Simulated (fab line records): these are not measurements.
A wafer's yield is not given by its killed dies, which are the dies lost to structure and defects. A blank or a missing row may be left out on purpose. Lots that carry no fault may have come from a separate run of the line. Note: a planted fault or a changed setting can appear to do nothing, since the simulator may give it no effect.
Matching of chambers | flow sky130 | rie_diel-03 running SKY_FIELD_ISO_ETCH_14: 4 sister chambers
The step etches BARC in N2/H2, stops on SiO2, time 45.9 s, target depth 60 nm. 14 wafers are shown with their chamber, then 7 later ones without.

## EACH WAFER AND ITS CHAMBER
wafer  | chamber | drypump_motor_current_A (A) | run_length_s (s) | oes_product_au (a.u.)
L725.1 | 0       | 6.1                         | 73.3             | 0.860
L725.2 | 3       | 6.0                         | 74.2             | 0.863
L725.4 | 2       | 5.2                         | 74.1             | 0.855
L726.1 | 3       | 6.0                         | 74.0             | 0.865
L726.2 | 1       | 5.8                         | 73.7             | 0.852
L726.5 | 3       | 6.0                         | 74.4             | 0.859
L730.1 | 3       | 6.0                         | 74.0             | 0.853
L730.3 | 1       | 5.8                         | 73.5             | 0.856
L730.5 | 2       | 5.2                         | 74.4             | 0.859
L740.2 | 1       | 5.8                         | 73.5             | 0.859
L740.5 | 1       | 5.8                         | 73.8             | 0.856
L740.6 | 0       | 6.0                         | 73.4             | 0.858
L741.2 | 2       | 5.2                         | 74.4             | 0.854
L741.4 | 3       | 6.0                         | 74.0             | 0.857

SIGNATURES (means of the wafers above)
reading                 | chamber 0 | chamber 1 | chamber 2 | chamber 3 | scatter within a chamber
drypump_motor_current_A | 6.050     | 5.800     | 5.200     | 6.000     | 0.0224
run_length_s            | 73.350    | 73.625    | 74.300    | 74.120    | 0.161
oes_product_au          | 0.85900   | 0.85575   | 0.85600   | 0.85940   | 0.00363
Rule: distance of a wafer from a chamber = root of the sum over the readings of ((wafer's reading minus chamber's mean) / reading's scatter) squared. The wafer belongs to the nearest chamber; if the next one is less than 2 further off, it can't be placed. The scatter: take each reading less its chamber's mean, square it, sum over the shown wafers, divide by the number of wafers less the number of chambers, and take the root.

## WAFERS WITHOUT THEIR CHAMBER
wafer  | drypump_motor_current_A (A) | run_length_s (s) | oes_product_au (a.u.)
L741.6 | 6.0                         | 74.5             | 0.847
L742.1 | 6.1                         | 73.3             | 0.844
L742.4 | 5.2                         | 74.5             | 0.866
L742.5 | 6.1                         | 73.5             | 0.862
L747.1 | 5.8                         | 73.7             | 0.861
L747.3 | 6.1                         | 73.2             | 0.858
L747.4 | 6.0                         | 74.1             | 0.855

## EACH ONE'S CHAMBER
wafer  | from the rows above | in truth
L741.6 | 3                   | 3
L742.1 | 0                   | 0
L742.4 | 2                   | 2
L742.5 | 0                   | 0
L747.1 | 1                   | 1
L747.3 | 0                   | 0
L747.4 | 3                   | 3
7 of 7 placed correctly. Can't be placed from these rows: 0. Number placed wrongly: 0.
